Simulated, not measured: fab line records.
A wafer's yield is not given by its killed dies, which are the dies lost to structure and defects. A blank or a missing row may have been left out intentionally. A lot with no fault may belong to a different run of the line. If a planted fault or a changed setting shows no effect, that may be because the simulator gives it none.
Which tool is to blame? -- flow sky130 -- 13 lots with 39 wafers sampled at 5 steps, on a route of 708 steps

## WHAT EACH GAUGE READ, for each wafer
SKY_SONOS_TUNNEL_TW_MEAS_12. Usual: SONOS_TUNNEL_TW typically reads 198.1, with standard deviation 1.6.
lot,measured,on,SONOS_TUNNEL_TW,flag
L851,day 11 22:35,film_metro-03,198.7 198.5 200.2,
L852,day 12 17:31,film_metro-04,200.2 200.5 201.2,
L855,day 13 16:14,film_metro-02,196.8 197.2 195.3,
L857,day 13 21:27,film_metro-03,198.9 197.8 198.7,
L858,day 13 23:31,film_metro-03,199.8 199.9 198.6,
L859,day 14 21:33,film_metro-04,199.6 198.3 198.4,
L863,day 16 06:07,film_metro-02,196.2 195.9 195.3,
L864,day 16 06:58,film_metro-03,198.1 199.5 198.2,
L866,day 17 05:28,film_metro-02,196.1 196.3 196.8,
L867,day 17 08:54,film_metro-02,196.9 197.5 195.8,
L871,day 18 17:11,film_metro-03,198.9 198.4 198.4,
L873,day 18 21:46,film_metro-04,198.3 198.8 200.0,
L874,day 19 16:04,film_metro-02,198.1 196.5 197.0,

SKY_SONOS_ONO_THK_MEAS_01. Usual: SONOS_ONO_OXIDATION_THK typically reads 2.61 nm, with standard deviation 0.053.
lot,measured,on,SONOS_ONO_OXIDATION_THK (nm),flag
L851,day 12 06:44,film_metro-04,2.61 2.59 2.55,
L852,day 12 20:23,film_metro-03,2.57 2.64 2.53,
L855,day 13 17:40,film_metro-03,2.67 2.67 2.65,
L857,day 13 22:53,film_metro-04,2.67 2.67 2.65,
L858,day 14 02:47,film_metro-03,2.61 2.64 2.56,
L859,day 14 22:58,film_metro-04,2.64 2.68 2.66,
L863,day 16 09:12,film_metro-04,2.69 2.61 2.58,
L864,day 16 09:13,film_metro-03,2.67 2.65 2.65,
L866,day 17 06:53,film_metro-03,2.62 2.61 2.65,
L867,day 17 11:10,film_metro-04,2.62 2.61 2.66,
L871,day 18 19:38,film_metro-03,2.60 2.57 2.56,
L873,day 18 23:29,film_metro-03,2.61 2.62 2.59,
L874,day 19 18:10,film_metro-04,2.57 2.64 2.56,

SKY_SONOS_ONO_THK_MEAS_05. Usual: SONOS_ONO_CVD_04_THK typically reads 5.72 nm, with standard deviation 0.12.
lot,measured,on,SONOS_ONO_CVD_04_THK (nm),flag
L851,day 12 12:10,film_metro-04,5.69 5.74 5.72,
L852,day 13 00:04,film_metro-04,5.81 5.73 5.79,
L855,day 13 20:05,film_metro-03,5.70 5.73 5.76,
L857,day 14 02:23,film_metro-04,5.66 5.61 5.60,
L858,day 14 06:25,film_metro-03,5.88 5.89 5.94,
L859,day 15 01:23,film_metro-03,5.57 5.52 5.48,
L863,day 16 12:02,film_metro-03,5.77 5.78 5.80,
L864,day 16 12:04,film_metro-04,5.95 5.85 5.87,
L866,day 17 09:47,film_metro-04,5.71 5.65 5.81,
L867,day 17 13:35,film_metro-04,5.79 5.76 5.69,
L871,day 18 23:27,film_metro-01,5.78 5.94 5.78,
L873,day 19 04:04,film_metro-04,5.53 5.50 5.59,
L874,day 19 23:43,film_metro-04,5.78 5.77 5.83,

SKY_GATE_OXIDE_THK_MEAS_02. Usual: GATE_OXIDE_OXIDATION_00_THK typically reads 10.32 nm, with standard deviation 0.16.
lot,measured,on,GATE_OXIDE_OXIDATION_00_THK (nm),flag
L851,day 13 10:37,film_metro-03,10.32 10.31 10.47,
L852,day 14 05:26,film_metro-01,10.38 10.26 10.64,
L855,day 15 02:02,film_metro-02,10.42 10.21 10.32,
L857,day 15 09:10,film_metro-02,10.25 10.18 10.26,
L858,day 15 13:26,film_metro-02,10.31 10.31 10.24,
L859,day 16 06:20,film_metro-02,10.22 10.32 10.19,
L863,day 17 19:52,film_metro-03,12.89 13.02 12.80,OFF
L864,day 17 19:53,film_metro-02,12.55 12.56 12.65,OFF
L866,day 18 17:12,film_metro-02,10.57 10.30 10.48,
L867,day 18 21:38,film_metro-02,10.37 10.34 10.29,
L871,day 20 08:58,film_metro-03,10.20 10.29 10.37,
L873,day 20 13:39,film_metro-02,10.40 10.26 10.25,
L874,day 21 08:01,film_metro-03,10.08 10.37 10.16,

## WHAT TOOL EACH LOT RAN ON (gives the tool, then ch and the chambers of the sampled wafers, and finally the start)
lot,SKY_GATE_OXIDE_OXIDATION_01
L851,"furnace-02 ch 0, day 13 09:12"
L852,"furnace-01 ch 0, day 14 04:02"
L855,"furnace-01 ch 0, day 15 00:38"
L857,"furnace-01 ch 0, day 15 07:45"
L858,"furnace-01 ch 0, day 15 12:02"
L859,"furnace-02 ch 0, day 16 04:55"
L863,"furnace-01 ch 0, day 17 18:27"
L864,"furnace-01 ch 0, day 17 18:27"
L866,"furnace-02 ch 0, day 18 15:47"
L867,"furnace-02 ch 0, day 18 20:13"
L871,"furnace-02 ch 0, day 20 07:32"
L873,"furnace-02 ch 0, day 20 12:14"
L874,"furnace-01 ch 0, day 21 06:37"
- SKY_GATE_OXIDE_OXIDATION_01: stabilise 600 s, purge 300 s, target thk 10.268 nm.

## AS READ BY THE TOOLS THEMSELVES (means over the sampled wafers that have a number; for cases with no such wafer, the mark the record gives instead)
SKY_GATE_OXIDE_OXIDATION_01. Usual: spike_tc_bottom_C 921.2 C, standard deviation 1.5; spike_tc_lower_C 900.3 C, standard deviation 1.1; spike_tc_upper_C 899.1 C, standard deviation 1; zone_power_upper_pct 16.5 %, standard deviation 0.3.
lot,tool,spike_tc_bottom_C (C),spike_tc_lower_C (C),spike_tc_upper_C (C),zone_power_upper_pct (%),flag
L851,furnace-02,921.8,900.5,899.1,16.2,
L852,furnace-01,920.8,900.1,899.1,16.9,
L855,furnace-01,920.0,901.1,899.3,16.9,
L857,furnace-01,919.5,901.4,898.6,16.8,
L858,furnace-01,920.4,900.2,898.6,17.0,
L859,furnace-02,921.2,900.1,899.0,16.4,
L863,furnace-01,919.8,899.9,900.0,16.8,
L864,furnace-01,919.1,899.8,899.0,16.8,
L866,furnace-02,922.0,899.9,898.5,16.2,
L867,furnace-02,921.6,900.2,899.5,16.4,
L871,furnace-02,923.0,899.5,898.8,16.2,
L873,furnace-02,921.4,901.0,899.7,16.4,
L874,furnace-01,920.5,901.5,899.0,16.8,

## THE ANSWER, worked out from the rows above alone
Rule: a lot counts as off when the mean over its wafers that have a number is more than 3 standard deviations away from the usual mean. A lot without any number at a reading at which 4 lots or more have one is off too. Where the step has rows for the other lots, those lots are counted as sound. The gauges are gone through in route order, then the tools' own readings, and for those a lot's mean is taken as printed above. At the first step where some lot is off, the reading lying furthest off is the one used; lots without a number count as furthest.
Off: L863, L864, seen at SKY_GATE_OXIDE_THK_MEAS_02 (GATE_OXIDE_OXIDATION_00_THK).
A tool fits if, at a process step before that reading, it ran every lot that is off, and no sound lot after the first of them. Gauges at SKY_GATE_OXIDE_THK_MEAS_02: tried the same way as those tools. Of those tried, none fits.

## WHAT THE SIMULATOR HAD PUT IN
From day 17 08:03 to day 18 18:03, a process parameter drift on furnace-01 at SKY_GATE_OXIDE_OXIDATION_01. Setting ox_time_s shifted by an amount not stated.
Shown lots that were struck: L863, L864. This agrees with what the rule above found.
